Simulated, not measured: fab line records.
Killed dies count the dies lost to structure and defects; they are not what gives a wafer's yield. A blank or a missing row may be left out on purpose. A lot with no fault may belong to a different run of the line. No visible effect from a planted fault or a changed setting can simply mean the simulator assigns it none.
The tool behind it: which one? | flow gf180mcu | 36 wafers from 12 lots sampled at 4 of the route's 602 steps

== WHAT EACH GAUGE READ, for each wafer ==
GF_V3_CD_MEAS_14: target cd 260 nm.
lot  | measured     | on        | cd nm (nm)
L075 | day 22 12:04 | cd sem-02 | 259.8 260.8 261.1
L077 | day 23 09:01 | cd sem-02 | 260.3 261.3 261.9
L079 | day 24 06:17 | cd sem-01 | 259.3 259.7 260.2
L081 | day 24 21:02 | cd sem-01 | 258.5 258.4 257.5
L083 | day 25 13:43 | cd sem-01 | 259.2 259.8 257.8
L085 | day 26 06:47 | cd sem-02 | 259.9 261.4 261.4
L087 | day 26 20:52 | cd sem-01 | 260.6 261.5 260.6
L089 | day 27 05:57 | cd sem-01 | 259.9 258.8 260.8
L091 | day 28 06:55 | cd sem-02 | 259.2 259.3 259.6
L092 | day 28 21:34 | cd sem-02 | 260.5 260.1 261.4
L095 | day 29 06:21 | cd sem-02 | 259.2 258.3 258.6
L097 | day 29 20:20 | cd sem-02 | 260.5 261.6 259.6

== EACH LOT AND THE TOOL THAT RAN IT (in order: tool; ch and the chambers of the sampled wafers; start) ==
lot  | GF_M3_SPUTTER_01             | GF_M3_SPUTTER_03             | GF_V3_CVD_02
L075 | pvd sputter-04, day 20 10:46 | pvd sputter-04, day 20 10:50 | pecvd-04 ch 0,1,2, day 21 12:05
L077 | pvd sputter-03, day 21 08:35 | pvd sputter-03, day 21 08:38 | pecvd-02 ch 0,1, day 22 09:11
L079 | pvd sputter-01, day 22 07:28 | pvd sputter-01, day 22 07:32 | pecvd-01 ch 1,2, day 23 07:40
L081 | pvd sputter-03, day 22 23:50 | pvd sputter-03, day 22 23:53 | pecvd-02 ch 0,1, day 23 23:20
L083 | pvd sputter-03, day 23 17:07 | pvd sputter-03, day 23 17:11 | pecvd-04 ch 0,1, day 24 16:10
L085 | pvd sputter-04, day 24 10:46 | pvd sputter-04, day 24 10:50 | pecvd-02 ch 1,2, day 25 09:26
L087 | pvd sputter-01, day 25 02:08 | pvd sputter-01, day 25 02:12 | pecvd-01 ch 0,1, day 26 00:00
L089 | pvd sputter-01, day 25 11:44 | pvd sputter-01, day 25 11:48 | pecvd-02 ch 0,1, day 26 09:35
L091 | pvd sputter-03, day 26 12:49 | pvd sputter-03, day 26 12:53 | pecvd-01 ch 1,2, day 27 09:26
L092 | pvd sputter-01, day 27 04:16 | pvd sputter-01, day 27 04:20 | pecvd-02 ch 1,2, day 28 01:42
L095 | pvd sputter-01, day 27 13:52 | pvd sputter-01, day 27 13:56 | pecvd-02 ch 1,2, day 28 10:38
L097 | pvd sputter-01, day 28 04:39 | pvd sputter-01, day 28 04:43 | pecvd-02 ch 0,1,2, day 29 01:11
- GF_M3_SPUTTER_01: material TiN, target thk 30 nm, time 25 s.
- GF_M3_SPUTTER_03: material Ti, target thk 10 nm, time 6.7 s.
- GF_V3_CVD_02: deposits SiO2 from TEOS, target thk 850 nm, time 94.851 s.

== THE ANSWER, worked out from the rows above alone ==
Rule: the lots themselves supply what counts as usual. The widest of any qualifying gaps counts: lots, ordered by their means at a reading, are off when they make up no more than a third of the lots, leave a main group of 4 or more, and stand apart from it by 3 or more times the standard deviation of that group's means. The tables above print the reading to a certain number of digits; a main group whose means all agree to those digits is not used. A lot without any number at a reading at which 4 lots or more have one is off too. All remaining lots with rows at the step are treated as sound.
No lot is off on any of the readings shown, so nothing can be concluded from this.

== WHAT THE SIMULATOR PUT IN ==
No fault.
